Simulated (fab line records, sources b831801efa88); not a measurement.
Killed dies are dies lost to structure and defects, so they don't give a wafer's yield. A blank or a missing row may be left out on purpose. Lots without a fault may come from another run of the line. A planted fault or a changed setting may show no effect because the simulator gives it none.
A struck lot beside a sound one | flow sky130 | 18 steps out of a route of 708
Sound: wafers L658.1, L658.3, L658.5. Struck: wafer L669.6. (L669.3, L669.5 of the same lot were not struck and are left out.) The cause comes at the end.
At each step with rows: each side's tool, then ch and its chambers, then its first start. Under that, the readings that differ: sound wafers | struck wafers | difference of the means | sigmas: that difference in standard deviations of wafers without a fault.
alike: readings whose means differ by less than 2 such deviations, and words and numbers that are the same on both sides. not compared: withheld readings, readings that some wafer has no value for, bounds like >300 that may hide the same value, and numbers for which the record gives no deviation and whose values overlap.
The two part at a step that has a row with sigmas, a row that says differs or no value, or rows on one side only. Numbers that don't overlap but have no deviation are shown without sigmas and don't part them. A reading that every wafer of one side lacks parts them only if that side has two wafers or more.

first, 3 steps without rows for these wafers: SKY_VIA1_EXPOSE_09 (exposes mask VIM, target cd 150 nm); SKY_VIA1_PEB_10; SKY_VIA1_DEVELOP_11 (develop time 60 s).
SKY_VIA1_CD_MEAS_12: target cd 150 nm.
  sound on cd_sem-01, day 35 19:34; struck on cd_sem-02, day 39 03:19
  alike: cd_nm
SKY_VIA1_OVL_MEAS_13:
  sound on overlay-01, day 35 19:41; struck on overlay-01, day 39 03:24
  alike: VIA1_OVL
SKY_VIA1_ETCH_14: etches BARC in N2/H2, stops on SiO2, time 45.9 s, target depth 60 nm.
  sound on rie_diel-01 ch 1,3, day 35 19:44; struck on rie_diel-01 ch 0, day 39 03:26
  alike: bias_w, drypump_motor_current_A, oes_product_au, throttle_valve_pct
  not compared: rf_hours_counter_h
SKY_VIA1_ETCH_15: etches SiO2 in C4F8/O2/Ar, stops on TiN, target depth 351 nm, time 54 s.
  sound on rie_diel-01 ch 1,3, day 35 19:46; struck on rie_diel-01 ch 0, day 39 03:28
  reading               | sound             | struck | difference | sigmas
  oes_product_au (a.u.) | 0.973 0.985 0.977 | 0.991  | +0.013     | +2
  alike: bias_w
  not compared: rf_hours_counter_h
SKY_VIA1_STRIP_16: strips in O2/N2.
  sound on plasma_asher-04 ch 0,1, day 35 19:49; struck on plasma_asher-04 ch 0, day 39 03:33
  alike: drypump_motor_current_A, oes_product_au, strip_time_to_endpoint_s
  not compared: rf_hours_counter_h
then, 3 steps without rows for these wafers: SKY_VIA1_STRIP_17 (strips in post etch residue remover, time 1200 s); SKY_VIA1_CLEAN_18 (cleans in IPA, time 180 s); SKY_VIA1_CLEAN_19 (cleans in O3/DIW).
SKY_VIA1_SPUTTER_20: material TiN, target thk 20 nm, time 80 s.
  sound on pvd_sputter-01, day 35 20:26; struck on pvd_sputter-04, day 39 04:07
  alike: throttle_valve_pct
SKY_VIA1_CVD_21: deposits W, target thk 270 nm, time 80.902 s.
  sound on cvd_w-02 ch 1, day 35 20:30; struck on cvd_w-01 ch 0, day 39 04:12
  reading                            | sound             | struck | difference | sigmas
  model.W_of_VIA1_CVD_21.thk_nm (nm) | 267.8 270.2 270.2 | 186.6  | -82.8      |
  alike: heater_power_w
SKY_VIA1_RS_MEAS_22: measures by four-point-probe.
  sound on film_metro-01, day 35 20:35; struck on film_metro-02, day 39 04:19
  reading            | sound             | struck | difference | sigmas
  VIA1_W_RS (ohm/sq) | 0.430 0.426 0.426 | 0.621  | +0.194     | +46
SKY_VIA1_THK_MEAS_23: measures by xrf.
  sound on film_metro-01, day 35 20:43; struck on film_metro-02, day 39 04:25
  reading         | sound       | struck | difference | sigmas
  VIA1_W_THK (nm) | 263 266 266 | 181    | -84        | -20
SKY_VIA1_CMP_24: polishes, stops on SiO2, t overpolish 15 s, target thk 0 nm.
  sound on cmp-01 ch 0,1,2, day 35 20:49; struck on cmp-02 ch 0, day 39 04:47
  reading                | sound          | struck | difference | sigmas
  motor_current_A (A)    | 11.3 9.5 10.5  | 12.7   | +2.3       | +2
  time_to_endpoint_s (s) | 67.5 69.9 62.2 | 44.6   | -21.9      | -9
  alike: head_pressure_psi
SKY_METAL2_SPUTTER_00: material Ti, target thk 15 nm, time 10 s.
  sound on pvd_sputter-02, day 35 21:04; struck on pvd_sputter-03, day 39 04:56
  alike: throttle_valve_pct
then, 1 step without rows for these wafers: SKY_PAD_OPEN_PROBE_99.

WHERE THEY PART
First at SKY_VIA1_ETCH_15; last, within this record, at SKY_VIA1_CMP_24. Later steps at which nothing parts them and some readings are alike: SKY_METAL2_SPUTTER_00.

WHY: what the simulator had put in
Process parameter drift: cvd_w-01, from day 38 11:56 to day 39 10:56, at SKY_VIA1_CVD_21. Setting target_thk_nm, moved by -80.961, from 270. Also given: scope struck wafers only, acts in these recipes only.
